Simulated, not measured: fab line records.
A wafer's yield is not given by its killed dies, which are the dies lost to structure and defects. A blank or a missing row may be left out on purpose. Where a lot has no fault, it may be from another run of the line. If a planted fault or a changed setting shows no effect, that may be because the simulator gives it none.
fab line records	flow sky130	part 1 of 2: steps 1 to 27 of 38
record lots=5	wafers=15	lastDay=49
route steps=708 shown VT_ADJUST_PCH@144 SONOS_TUNNEL@154 SONOS_ONO@168
lots that met no fault: taken from a fault-free run of the same line
startH: hours from the record's opening day to when the first of the lot's shown wafers began	waitH: hours since the lot's step before	" same as the row above	L1.1+2: several wafers, shown together as one row	- no value, or no start was given	* or withheld: withheld	< > ~ a bound
route shown NAME@n: NAME is a module with steps in the file, n the number in the route of the first one	usual: mean/standard deviation taken from wafers without a fault	same: alike in all rows	chamber/n: place in a boat	sites: each site's reading	_std_site: standard deviation of those values	_edge_site: mean of outer sites minus mean of inner sites	radiusMm: how far each site lies from the wafer's centre	mask NAME#n: copy n	behind: the most recent tool/chamber to have shaped the wafer	hold: why the lot went on hold/how many hours it stayed there/how the hold came to an end	device: names the non-switching transistor (n, p or np)	end of line: tests of these same wafers at the route's end	where a step has no rows: the recipe by itself	killed: not the wafer's yield, but the dies lost to structure and defects at the first sort	map: a wafer's dies, marking killed ones x, the rest . and places with no die _
set.NAME: the setting the step ran with; set.NAME@STEP: the setting that earlier step ran with	model.NAME: the simulator's own value behind a step, which no gauge read
lots at selected steps of the route; one table per step, one row per wafer
services: when a tool's chamber went out of use (startH, in hours from the record's first day, below 0 if earlier), for how many hours, and the reason
## steps
# step SKY_VT_ADJUST_PCH_HMDS_01
# recipe primeTimeS=60	primeTempC=120
# usual chillPlateTempC=23.00/0.091	primeTempC=120.04/0.13
lot.wafer	tool	chamber	startH	waitH	chillPlateTempC	primeTempC
L078.1	lithoTrack-01	0	240.80	0.1	22.93	119.77
L078.5	"	0	"	"	23.04	119.94
L078.6	"	0	"	"	22.96	120.08
L080.1	lithoTrack-03	0	257.93	0.1	22.91	120.04
L080.3	"	0	"	"	23.12	120.08
L080.5	"	0	"	"	22.93	119.86
L083.1	lithoTrack-03	0	275.98	0.1	22.86	119.87
L083.4	"	0	"	"	23.03	120.03
L083.6	"	0	"	"	23.08	119.88
L087.1	lithoTrack-03	0	305.33	0.1	22.94	120.00
L087.5	"	0	"	"	23.02	120.01
L087.6	"	0	"	"	22.99	120.05
L094.2	lithoTrack-01	0	365.83	0.1	22.94	120.25
L094.4	"	0	"	"	23.01	120.09
L094.6	"	0	"	"	22.94	120.06
# step SKY_VT_ADJUST_PCH_COAT_02
# recipe spinRpm=2000	resistThkNm=3000
# usual chillPlateTempC=22.99/0.1
lot.wafer	tool	chamber	startH	waitH	chillPlateTempC
L078.1	lithoTrack-01	0	240.95	0.1	23.08
L078.5	"	0	"	"	22.95
L078.6	"	0	"	"	23.04
L080.1	lithoTrack-03	0	258.08	0.1	23.10
L080.3	"	0	"	"	22.99
L080.5	"	0	"	"	23.18
L083.1	lithoTrack-03	0	276.13	0.1	22.98
L083.4	"	0	"	"	22.88
L083.6	"	0	"	"	22.94
L087.1	lithoTrack-03	0	305.48	0.1	23.05
L087.5	"	0	"	"	22.88
L087.6	"	0	"	"	22.93
L094.2	lithoTrack-01	0	365.98	0.1	22.91
L094.4	"	0	"	"	23.04
L094.6	"	0	"	"	22.99
# step SKY_VT_ADJUST_PCH_SOFTBAKE_03
# recipe tempC=110	timeS=withheld
# usual chillPlateTempC=22.99/0.11
lot.wafer	tool	chamber	startH	waitH	chillPlateTempC
L078.1	lithoTrack-01	0	241.10	0.1	22.83
L078.5	"	0	"	"	22.81
L078.6	"	0	"	"	22.94
L080.1	lithoTrack-03	0	258.23	0.1	22.91
L080.3	"	0	"	"	22.86
L080.5	"	0	"	"	22.97
L083.1	lithoTrack-03	0	276.28	0.1	23.08
L083.4	"	0	"	"	22.96
L083.6	"	0	"	"	22.99
L087.1	lithoTrack-03	0	305.63	0.1	23.02
L087.5	"	0	"	"	22.96
L087.6	"	0	"	"	22.86
L094.2	lithoTrack-01	0	366.13	0.1	22.93
L094.4	"	0	"	"	22.93
L094.6	"	0	"	"	22.72
# step SKY_VT_ADJUST_PCH_EXPOSE_04
# recipe maskId=NWM	na=0.6	sourceShape=conventional	sigmaOuter=0.6	polarization=unpolarized	targetCdNm=840	doseMj=255
# usual reticleTempC=22.99/0.096
lot.wafer	tool	chamber	startH	waitH	mask	reticleTempC
L078.1	ilineStepper-02	0	-	-	NWM#0	22.98
L078.5	"	0	"	"	NWM#0	22.90
L078.6	"	0	"	"	NWM#0	22.82
L080.1	ilineStepper-02	0	-	-	NWM#0	22.99
L080.3	"	0	"	"	NWM#0	22.96
L080.5	"	0	"	"	NWM#0	23.02
L083.1	ilineStepper-02	0	-	-	NWM#0	22.77
L083.4	"	0	"	"	NWM#0	23.09
L083.6	"	0	"	"	NWM#0	22.91
L087.1	ilineStepper-01	0	-	-	NWM#0	23.02
L087.5	"	0	"	"	NWM#0	23.04
L087.6	"	0	"	"	NWM#0	22.90
L094.2	ilineStepper-01	0	-	-	NWM#0	22.97
L094.4	"	0	"	"	NWM#0	22.92
L094.6	"	0	"	"	NWM#0	22.84
# step SKY_VT_ADJUST_PCH_PEB_05
# recipe tempC=115	timeS=withheld
# usual chillPlateTempC=23.01/0.093
lot.wafer	tool	chamber	startH	waitH	chillPlateTempC
L078.1	lithoTrack-04	0	-	-	23.12
L078.5	"	0	"	"	23.13
L078.6	"	0	"	"	23.03
L080.1	lithoTrack-01	0	-	-	23.12
L080.3	"	0	"	"	22.96
L080.5	"	0	"	"	23.01
L083.1	lithoTrack-03	0	-	-	23.18
L083.4	"	0	"	"	23.06
L083.6	"	0	"	"	23.22
L087.1	lithoTrack-03	0	-	-	23.08
L087.5	"	0	"	"	23.11
L087.6	"	0	"	"	23.03
L094.2	lithoTrack-03	0	-	-	23.01
L094.4	"	0	"	"	23.01
L094.6	"	0	"	"	23.06
# step SKY_VT_ADJUST_PCH_DEVELOP_06
# recipe wallAngleDeg=90	developer=TMAH	developTimeS=60	devTempC=23
# usual chillPlateTempC=22.99/0.11
lot.wafer	tool	chamber	startH	waitH	chillPlateTempC
L078.1	lithoTrack-04	0	-	-	23.04
L078.5	"	0	"	"	23.07
L078.6	"	0	"	"	23.05
L080.1	lithoTrack-01	0	-	-	22.89
L080.3	"	0	"	"	22.90
L080.5	"	0	"	"	22.83
L083.1	lithoTrack-03	0	-	-	22.93
L083.4	"	0	"	"	22.91
L083.6	"	0	"	"	22.92
L087.1	lithoTrack-03	0	-	-	23.11
L087.5	"	0	"	"	23.14
L087.6	"	0	"	"	23.18
L094.2	lithoTrack-03	0	-	-	22.90
L094.4	"	0	"	"	22.89
L094.6	"	0	"	"	23.03
# step SKY_VT_ADJUST_PCH_OVL_MEAS_07
# usual VT_ADJUST_PCH_OVL=-0.4/1.6
lot.wafer	tool	chamber	startH	waitH	VT_ADJUST_PCH_OVL[nm]
L078.1	overlay-02	-	252.84	-	-0.8
L078.5	"	-	"	"	-2.2
L078.6	"	-	"	"	-3.7
L080.1	overlay-02	-	270.00	-	-0.5
L080.3	"	-	"	"	-1.9
L080.5	"	-	"	"	-3.1
L083.1	overlay-02	-	287.58	-	-2.0
L083.4	"	-	"	"	-2.0
L083.6	"	-	"	"	-1.7
L087.1	overlay-02	-	316.38	-	1.4
L087.5	"	-	"	"	0.6
L087.6	"	-	"	"	0.8
L094.2	overlay-01	-	379.54	-	1.3
L094.4	"	-	"	"	0.8
L094.6	"	-	"	"	0.9
# step SKY_VT_ADJUST_PCH_IMPLANT_08
# recipe species=B	energyKev=10	doseCm2=5e+11	tiltDeg=withheld
# same implantIonAmu=11
lot.wafer	tool	chamber	startH	waitH
L078.1+5+6	implanter-03	0	252.88	0.0
L080.1+3+5	implanter-03	0	270.04	0.0
L083.1+4+6	implanter-01	0	287.62	0.0
L087.1+5+6	implanter-03	0	316.42	0.0
L094.2+4+6	implanter-01	0	379.59	0.0
# step SKY_VT_ADJUST_PCH_STRIP_09
# recipe chemistry=O2/N2	powerW=1400	pressureMtorr=1500	platenTempC=withheld	o2FlowSccm=3000	n2FlowSccm=300	overashFraction=0.5
# usual drypumpMotorCurrentA=5.6/0.5	oesProductAu=0.723/0.0046	stripTimeToEndpointS=36.93/0.088
lot.wafer	tool	chamber	startH	waitH	drypumpMotorCurrentA	oesProductAu	rfHoursCounterH	stripTimeToEndpointS
L078.1	plasmaAsher-03	1	253.03	0.1	5.8	0.730	57	37.06
L078.5	"	1	"	"	5.9	0.720	-	36.93
L078.6	"	0	"	"	5.6	0.724	-	36.92
L080.1	plasmaAsher-03	1	270.19	0.1	5.9	0.729	59	36.96
L080.3	"	1	"	"	5.8	0.727	-	36.98
L080.5	"	0	"	"	5.6	0.721	-	36.99
L083.1	plasmaAsher-03	0	287.77	0.1	5.6	0.730	60	36.90
L083.4	"	0	"	"	5.6	0.724	-	36.95
L083.6	"	0	"	"	5.6	0.726	-	36.82
L087.1	plasmaAsher-01	0	316.57	0.1	4.9	0.719	64	36.75
L087.5	"	0	"	"	5.0	0.719	-	36.84
L087.6	"	1	"	"	6.3	0.721	-	36.84
L094.2	plasmaAsher-02	0	379.72	0.1	5.1	0.723	25	36.93
L094.4	"	1	"	"	5.8	0.718	-	36.85
L094.6	"	1	"	"	5.7	0.715	-	36.82
# step SKY_VT_ADJUST_PCH_TW_MEAS_10
# usual VT_ADJUST_PCH_TW=142.9/1.1
lot.wafer	tool	chamber	startH	waitH	VT_ADJUST_PCH_TW
L078.1	filmMetro-01	-	253.13	0.1	144.2
L078.5	"	-	"	"	143.5
L078.6	"	-	"	"	143.7
L080.1	filmMetro-03	-	270.29	0.1	142.7
L080.3	"	-	"	"	141.8
L080.5	"	-	"	"	142.4
L083.1	filmMetro-02	-	287.87	0.1	143.7
L083.4	"	-	"	"	143.1
L083.6	"	-	"	"	143.2
L087.1	filmMetro-03	-	316.67	0.1	141.8
L087.5	"	-	"	"	140.1
L087.6	"	-	"	"	140.9
L094.2	filmMetro-01	-	379.83	0.1	143.5
L094.4	"	-	"	"	143.2
L094.6	"	-	"	"	143.4
# step SKY_SONOS_TUNNEL_DEHYDRATE_00
# recipe tempC=200	timeS=60
# usual chillPlateTempC=23.01/0.096
lot.wafer	tool	chamber	startH	waitH	chillPlateTempC
L078.1	lithoTrack-01	0	264.30	11.2	23.12
L078.5	"	0	"	"	23.04
L078.6	"	0	"	"	23.10
L080.1	lithoTrack-03	0	281.53	11.2	23.15
L080.3	"	0	"	"	23.09
L080.5	"	0	"	"	23.20
L083.1	lithoTrack-03	0	297.68	9.8	22.86
L083.4	"	0	"	"	22.93
L083.6	"	0	"	"	22.94
L087.1	lithoTrack-03	0	330.78	14.1	23.01
L087.5	"	0	"	"	23.00
L087.6	"	0	"	"	23.03
L094.2	lithoTrack-01	0	393.18	13.3	22.85
L094.4	"	0	"	"	23.05
L094.6	"	0	"	"	23.02
# step SKY_SONOS_TUNNEL_HMDS_01
# recipe primeTimeS=60	primeTempC=120
# usual chillPlateTempC=23.01/0.093	primeTempC=120.01/0.16
lot.wafer	tool	chamber	startH	waitH	chillPlateTempC	primeTempC
L078.1	lithoTrack-01	0	264.45	0.1	22.97	119.99
L078.5	"	0	"	"	22.96	120.10
L078.6	"	0	"	"	23.09	120.02
L080.1	lithoTrack-03	0	281.68	0.1	23.06	119.79
L080.3	"	0	"	"	23.12	119.88
L080.5	"	0	"	"	23.07	119.87
L083.1	lithoTrack-03	0	297.83	0.1	23.00	119.96
L083.4	"	0	"	"	23.04	120.03
L083.6	"	0	"	"	23.07	119.90
L087.1	lithoTrack-03	0	330.93	0.1	23.04	119.95
L087.5	"	0	"	"	22.94	120.07
L087.6	"	0	"	"	22.98	120.04
L094.2	lithoTrack-01	0	393.33	0.1	22.97	120.31
L094.4	"	0	"	"	23.21	120.22
L094.6	"	0	"	"	23.16	119.97
# step SKY_SONOS_TUNNEL_COAT_02
# recipe resist=NOVOLAK	spinRpm=3000	resistThkNm=1140
# usual chillPlateTempC=22.97/0.11
lot.wafer	tool	chamber	startH	waitH	chillPlateTempC
L078.1	lithoTrack-01	0	264.60	0.1	22.99
L078.5	"	0	"	"	23.02
L078.6	"	0	"	"	23.00
L080.1	lithoTrack-03	0	281.83	0.1	23.08
L080.3	"	0	"	"	23.01
L080.5	"	0	"	"	23.06
L083.1	lithoTrack-03	0	297.98	0.1	22.91
L083.4	"	0	"	"	22.89
L083.6	"	0	"	"	22.94
L087.1	lithoTrack-03	0	331.08	0.1	22.93
L087.5	"	0	"	"	22.76
L087.6	"	0	"	"	22.97
L094.2	lithoTrack-01	0	393.48	0.1	22.87
L094.4	"	0	"	"	22.94
L094.6	"	0	"	"	23.24
# step SKY_SONOS_TUNNEL_SOFTBAKE_03
# recipe tempC=90	timeS=60	resist=NOVOLAK
# usual chillPlateTempC=23.01/0.11
lot.wafer	tool	chamber	startH	waitH	chillPlateTempC
L078.1	lithoTrack-01	0	264.75	0.1	23.00
L078.5	"	0	"	"	23.04
L078.6	"	0	"	"	23.07
L080.1	lithoTrack-03	0	281.98	0.1	23.03
L080.3	"	0	"	"	23.05
L080.5	"	0	"	"	23.02
L083.1	lithoTrack-03	0	298.13	0.1	23.01
L083.4	"	0	"	"	23.06
L083.6	"	0	"	"	23.14
L087.1	lithoTrack-03	0	331.23	0.1	23.04
L087.5	"	0	"	"	23.15
L087.6	"	0	"	"	22.99
L094.2	lithoTrack-01	0	393.63	0.1	23.14
L094.4	"	0	"	"	22.98
L094.6	"	0	"	"	23.14
# step SKY_SONOS_TUNNEL_EXPOSE_04
# recipe maskId=TUNM	na=0.6	sourceShape=conventional	sigmaOuter=0.6	polarization=unpolarized	targetCdNm=410	doseMj=136
# usual reticleTempC=23.00/0.11
lot.wafer	tool	chamber	startH	waitH	mask	reticleTempC
L078.1	ilineStepper-02	0	-	-	TUNM#0	23.02
L078.5	"	0	"	"	TUNM#0	22.96
L078.6	"	0	"	"	TUNM#0	23.33
L080.1	ilineStepper-01	0	-	-	TUNM#0	22.79
L080.3	"	0	"	"	TUNM#0	23.07
L080.5	"	0	"	"	TUNM#0	22.80
L083.1	ilineStepper-02	0	-	-	TUNM#0	23.18
L083.4	"	0	"	"	TUNM#0	23.01
L083.6	"	0	"	"	TUNM#0	23.06
L087.1	ilineStepper-02	0	-	-	TUNM#0	23.14
L087.5	"	0	"	"	TUNM#0	22.90
L087.6	"	0	"	"	TUNM#0	22.97
L094.2	ilineStepper-02	0	-	-	TUNM#0	22.97
L094.4	"	0	"	"	TUNM#0	23.06
L094.6	"	0	"	"	TUNM#0	23.22
# step SKY_SONOS_TUNNEL_PEB_05
# recipe tempC=withheld	timeS=*	resist=NOVOLAK
# usual chillPlateTempC=*
lot.wafer	tool	chamber	startH	waitH	chillPlateTempC
L078.1	lithoTrack-03	0	-	-	*
L078.5	"	0	"	"	*
L078.6	"	0	"	"	*
L080.1	lithoTrack-03	0	-	-	*
L080.3	"	0	"	"	*
L080.5	"	0	"	"	*
L083.1	lithoTrack-03	0	-	-	*
L083.4	"	0	"	"	*
L083.6	"	0	"	"	*
L087.1	lithoTrack-01	0	-	-	*
L087.5	"	0	"	"	*
L087.6	"	0	"	"	*
L094.2	lithoTrack-03	0	-	-	*
L094.4	"	0	"	"	*
L094.6	"	0	"	"	*
# step SKY_SONOS_TUNNEL_DEVELOP_06
# recipe resist=NOVOLAK	developer=TMAH	developTimeS=60	devTempC=23
# usual chillPlateTempC=23.01/0.11
lot.wafer	tool	chamber	startH	waitH	chillPlateTempC
L078.1	lithoTrack-03	0	276.63	0.1	23.00
L078.5	"	0	"	"	22.97
L078.6	"	0	"	"	23.07
L080.1	lithoTrack-03	0	292.33	0.1	23.07
L080.3	"	0	"	"	22.86
L080.5	"	0	"	"	22.77
L083.1	lithoTrack-03	0	309.88	0.1	23.05
L083.4	"	0	"	"	22.95
L083.6	"	0	"	"	23.06
L087.1	lithoTrack-01	0	343.95	0.1	22.99
L087.5	"	0	"	"	22.94
L087.6	"	0	"	"	23.05
L094.2	lithoTrack-03	0	408.16	0.1	22.99
L094.4	"	0	"	"	23.03
L094.6	"	0	"	"	23.24
# step SKY_SONOS_TUNNEL_CD_MEAS_07
# recipe targetCdNm=410
# usual cdNm=410.5/2.2
lot.wafer	tool	chamber	startH	waitH	cdNm
L078.1	cdSem-02	-	276.78	0.1	409.1
L078.5	"	-	"	"	410.0
L078.6	"	-	"	"	408.5
L080.1	cdSem-02	-	292.48	0.1	413.8
L080.3	"	-	"	"	414.7
L080.5	"	-	"	"	414.5
L083.1	cdSem-02	-	310.03	0.1	408.6
L083.4	"	-	"	"	409.7
L083.6	"	-	"	"	410.2
L087.1	cdSem-02	-	344.10	0.1	413.3
L087.5	"	-	"	"	411.1
L087.6	"	-	"	"	412.7
L094.2	cdSem-01	-	408.30	0.1	409.6
L094.4	"	-	"	"	409.6
L094.6	"	-	"	"	409.6
# step SKY_SONOS_TUNNEL_OVL_MEAS_08
# usual SONOS_TUNNEL_OVL=-1.1/1.3
lot.wafer	tool	chamber	startH	waitH	SONOS_TUNNEL_OVL[nm]
L078.1	overlay-01	-	276.90	0.1	-2.2
L078.5	"	-	"	"	-2.0
L078.6	"	-	"	"	-2.8
L080.1	overlay-01	-	292.60	0.1	0.6
L080.3	"	-	"	"	0.0
L080.5	"	-	"	"	1.1
L083.1	overlay-02	-	310.15	0.1	-1.0
L083.4	"	-	"	"	0.1
L083.6	"	-	"	"	2.0
L087.1	overlay-01	-	344.22	0.1	1.0
L087.5	"	-	"	"	-0.1
L087.6	"	-	"	"	-0.4
L094.2	overlay-02	-	408.41	0.1	-2.1
L094.4	"	-	"	"	0.2
L094.6	"	-	"	"	0.2
# step SKY_SONOS_TUNNEL_IMPLANT_09
# recipe species=B	energyKev=20	doseCm2=1e+12	tiltDeg=withheld
# same implantIonAmu=11
lot.wafer	tool	chamber	startH	waitH
L078.1+5+6	implanter-01	0	276.94	0.0
L080.1+3+5	implanter-02	0	292.64	0.0
L083.1+4+6	implanter-02	0	310.19	0.0
L087.1+5+6	implanter-01	0	344.26	0.0
L094.2+4+6	implanter-02	0	408.46	0.0
# step SKY_SONOS_TUNNEL_WET_ETCH_10
# recipe chemistry=dHF	targetDepthNm=14	target=SiO2	dilution=100:1	tempC=25	timeS=280
lot.wafer	tool	chamber	startH	waitH
L078.1+5+6	wetBench-04	1	277.09	0.1
L080.1+3+5	wetBench-03	2	292.79	0.1
L083.1+4+6	wetBench-04	0	310.34	0.1
L087.1+5+6	wetBench-02	3	344.41	0.1
L094.2+4+6	wetBench-03	1	408.59	0.1
# step SKY_SONOS_TUNNEL_STRIP_11
# recipe chemistry=SPM	timeS=600	tempC=130
lot.wafer	tool	chamber	startH	waitH
L078.1+5+6	wetBench-03	3	277.18	0.0
L080.1+3+5	wetBench-02	2	292.88	0.0
L083.1+4+6	wetBench-02	0	310.43	0.0
L087.1+5+6	wetBench-03	1	344.50	0.0
L094.2+4+6	wetBench-04	0	408.68	0.0
# step SKY_SONOS_TUNNEL_TW_MEAS_12
# usual SONOS_TUNNEL_TW=195.6/1.4
lot.wafer	tool	chamber	startH	waitH	SONOS_TUNNEL_TW
L078.1	filmMetro-04	-	277.56	0.0	195.3
L078.5	"	-	"	"	195.0
L078.6	"	-	"	"	194.2
L080.1	filmMetro-04	-	293.05	0.0	195.3
L080.3	"	-	"	"	195.5
L080.5	"	-	"	"	195.6
L083.1	filmMetro-04	-	310.78	0.0	194.6
L083.4	"	-	"	"	194.0
L083.6	"	-	"	"	194.7
L087.1	filmMetro-03	-	344.69	0.0	194.3
L087.5	"	-	"	"	193.9
L087.6	"	-	"	"	195.5
L094.2	filmMetro-02	-	408.87	0.0	198.8
L094.4	"	-	"	"	198.5
L094.6	"	-	"	"	197.6
# step SKY_SONOS_TUNNEL_CLEAN_13
# recipe chemistry=dHF	timeS=20	dilution=100:1	dry=ipaMarangoni
lot.wafer	tool	chamber	startH	waitH
L078.1+5+6	wetBench-02	3	277.62	0.1
L080.1+3+5	wetBench-03	3	293.11	0.1
L083.1+4+6	wetBench-04	0	310.84	0.1
L087.1+5+6	wetBench-03	3	344.75	0.1
L094.2+4+6	wetBench-02	1	408.92	0.0
# step SKY_SONOS_ONO_OXIDATION_00
# recipe tempC=800	ambient=O2	idleTempC=700	rampUpCPerMin=10	rampDownCPerMin=3	stabiliseS=600	purgeS=300	targetThkA=26	oxTimeS=1249
# usual oxTempCMax=804.5/2
lot.wafer	tool	chamber	startH	waitH	oxTempCMax
L078.1	furnace-01	0	277.97	0.3	803.0
L078.5	"	0	"	"	803.0
L078.6	"	0	"	"	804.0
L080.1	furnace-02	0	294.02	0.9	806.7
L080.3	"	0	"	"	806.7
L080.5	"	0	"	"	806.6
L083.1	furnace-01	0	311.63	0.8	803.1
L083.4	"	0	"	"	802.7
L083.6	"	0	"	"	802.9
L087.1	furnace-01	0	345.12	0.4	804.0
L087.5	"	0	"	"	803.4
L087.6	"	0	"	"	801.4
L094.2	furnace-02	0	408.93	0.0	805.5
L094.4	"	0	"	"	807.0
L094.6	"	0	"	"	805.6
# step SKY_SONOS_ONO_THK_MEAS_01
# recipe reads=SiO2_of_SONOS_ONO_OXIDATION_00
# usual SONOS_ONO_OXIDATION_THK=2.60/0.059
lot.wafer	tool	chamber	startH	waitH	SONOS_ONO_OXIDATION_THK[nm]
L078.1	filmMetro-04	-	279.32	0.0	2.67
L078.5	"	-	"	"	2.57
L078.6	"	-	"	"	2.56
L080.1	filmMetro-04	-	295.37	0.0	2.67
L080.3	"	-	"	"	2.63
L080.5	"	-	"	"	2.57
L083.1	filmMetro-04	-	312.98	0.0	2.46
L083.4	"	-	"	"	2.58
L083.6	"	-	"	"	2.64
L087.1	filmMetro-01	-	346.47	0.0	2.57
L087.5	"	-	"	"	2.59
L087.6	"	-	"	"	2.54
L094.2	filmMetro-04	-	410.29	0.0	2.58
L094.4	"	-	"	"	2.58
L094.6	"	-	"	"	2.58
# step SKY_SONOS_ONO_CVD_02
# recipe material=Si3N4	precursor=DCS/NH3	targetThkNm=10.5	tempC=770	timeS=180	pressureMtorr=250
lot.wafer	tool	chamber	startH	waitH
L078.1+5+6	lpcvd-02	1	302.55	23.2
L080.1+3+5	lpcvd-02	0	302.55	7.2
L083.1+4+6	lpcvd-02	0	314.68	1.7
L087.1+5+6	lpcvd-02	1	346.62	0.1
L094.2+4+6	lpcvd-02	0	415.06	4.8
